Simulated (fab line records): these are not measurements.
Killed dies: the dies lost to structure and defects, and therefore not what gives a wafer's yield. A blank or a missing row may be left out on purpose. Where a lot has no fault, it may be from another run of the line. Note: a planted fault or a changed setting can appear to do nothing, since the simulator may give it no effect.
Code-filled problem report in 8D (eight disciplines) form | flow sky130 | the parts of the form that need people (team, actions taken, sign-off) are left out

1. THE PROBLEM
Mean of dose-ions-cm2 at SKY_LDD_HVP_IMPLANT_08: 1.7784e+13 across 6 wafers in 2 lots; on wafers with no fault it is 1.6994e+13 (standard deviation 1.9e+10). That is +42 standard deviations from the usual mean.
First observed at day 24 17:21: wafer L865.3, on implanter-04. The record has a number at this step for 39 wafers belonging to 13 lots. The rule behind "out" and "out of limits": a value lying over 4 standard deviations away from the usual mean. The other wafers with a number count as sound.

2. WHAT IT IS AND WHAT IT IS NOT
question                    | is                     | is not
which readings at this step | dose-ions-cm2          | -
which lots                  | L865, L866             | L857, L858, L859, L862, L864, L874, L875, L876, L878, L879, L880
which wafers of those lots  | all that have a number | -
read on which tools         | implanter-04           | implanter-02, implanter-03
when                        | from day 24 17:21      | up to then (12 sound wafers); but 21 sound wafers of L864, L874, L875, L876, L878, L879, L880 came after

3. SUSPECTS, AND WHAT RULES EACH OUT
Counting: a tool stays on the suspect list if, at a process step up to the reading, it processed all lots that are out and no sound lot following the first of them.
- implanter-04 at SKY_LDD_HVP_IMPLANT_08: ruled out as a lasting fault. Sound lots L880 ran on it after its first lot that is out, L865 (day 24 17:21).
Left after counting: nothing in the record.

4. THE CAUSE (what the simulator had put in)
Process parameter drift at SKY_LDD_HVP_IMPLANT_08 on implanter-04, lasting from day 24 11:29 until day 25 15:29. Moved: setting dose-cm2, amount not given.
Counting ruled it out, wrongly.

5. THE EFFECT CHAIN, in route order
Each row: a reading whose mean over the struck wafers that have a number lies more than 3 standard deviations from the usual. Readings are gone through only where the record gives a usual standard deviation; hours: the median, over the lots, of the time from a lot's start at the first step in this table giving one to that lot's start at this step; sigmas: the change measured in usual standard deviations.
hours | step                   | reading       | usual      | on struck wafers | change      | sigmas
0     | SKY_LDD_HVP_IMPLANT_08 | dose-ions-cm2 | 1.6994e+13 | 1.7784e+13       | +7.8983e+11 | +42
The process steps in it:
- SKY_LDD_HVP_IMPLANT_08

6. WHAT WOULD HAVE CAUGHT IT SOONER
In this record the first reading out of limits was taken at day 24 17:21, 6 hours after the fault began at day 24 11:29.
